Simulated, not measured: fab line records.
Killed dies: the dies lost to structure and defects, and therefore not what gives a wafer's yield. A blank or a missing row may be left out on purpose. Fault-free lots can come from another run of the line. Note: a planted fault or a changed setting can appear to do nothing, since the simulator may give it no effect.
Problem report, 8D (eight disciplines) form, completed by code / flow sky130 / the parts of the form that need people (team, actions taken, sign-off) are left out

1. WHAT WENT WRONG
Mean of strip_time_to_endpoint_s at SKY_RES_PROTECT_STRIP_07: 18.17 s across 6 wafers in 2 lots; on wafers with no fault it is 23.30 s (standard deviation 0.051). That is -99 or more standard deviations from the usual mean.
The step: strips in O2/N2.
The first sign was on wafer L451.2 at day 16 17:19, on plasma_asher-04. The record has a number at this step for 36 wafers belonging to 12 lots. Rule for "out" (also "out of limits"): further than 4 standard deviations from the usual mean. The rest of the wafers with a number are treated as sound.

2. WHAT IT IS; WHAT IT IS NOT
question=which readings at this step | is=strip_time_to_endpoint_s, oes_product_au | is not=drypump_motor_current_A
question=which lots | is=L451, L453 | is not=L448, L450, L452, L461, L463, L465, L467, L468, L469, L470
question=which wafers of those lots | is=all that have a number | is not=-
question=read on which tools | is=plasma_asher-02, plasma_asher-04 | is not=plasma_asher-03
question=when | is=from day 16 17:19 | is not=up to then (6 sound wafers); but 24 sound wafers of L452, L461, L463, L465, L467, L468, L469, L470 came after

3. WHAT RULES OUT EACH SUSPECT
Counting: any tool at a process step up to the reading is kept as a suspect provided that every lot that is out went through it and no sound lot did after the first of them.
- litho_track-02 at SKY_RES_PROTECT_COAT_02 (resist thk 1140 nm): ruled out as a lasting fault. The sound lots L470 went through it after L451, its earliest lot that is out (day 16 03:28).
Left after counting: nothing in the record.

4. THE CAUSE (what the simulator had put in)
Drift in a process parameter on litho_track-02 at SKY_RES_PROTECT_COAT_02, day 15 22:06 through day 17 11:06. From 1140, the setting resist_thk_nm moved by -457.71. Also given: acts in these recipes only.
Counting ruled it out, wrongly: the rule takes a fault to strike every lot that its tool runs from its start on, and this one did not.

5. SEQUENCE OF EFFECTS, ordered by route
One row per reading whose mean, taken over the struck wafers that have a number, lies over 3 standard deviations from the usual. Readings are gone through only where the record gives a usual standard deviation; hours: the median, over the lots, of the time from a lot's start at the first step in this table giving one to that lot's start at this step; sigmas: the change measured in usual standard deviations.
hours=0; step=SKY_RES_PROTECT_STRIP_07; reading=oes_product_au; usual=0.518 a.u.; on struck wafers=0.459; change=-0.059; sigmas=-12
hours=0; step=SKY_RES_PROTECT_STRIP_07; reading=strip_time_to_endpoint_s; usual=23.30 s; on struck wafers=18.17; change=-5.13; sigmas=-99 or more
Process steps it contains:
- SKY_RES_PROTECT_STRIP_07: strips in O2/N2.
Later steps that measure or inspect, where all struck wafers having a row at the step show a number for every such reading and not one has moved that far: SKY_CONTACT_OVL_MEAS_15, SKY_METAL1_THK_MEAS_06.

6. WHAT WOULD HAVE CAUGHT IT SOONER
19 hours passed between the start of the fault at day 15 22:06 and the first reading out of limits in this record, taken at day 16 17:19.
Tool readings at SKY_RES_PROTECT_COAT_02 with a usual standard deviation given in the record: none out on any struck wafer, hence no alarm at a limit of 4 standard deviations on them.
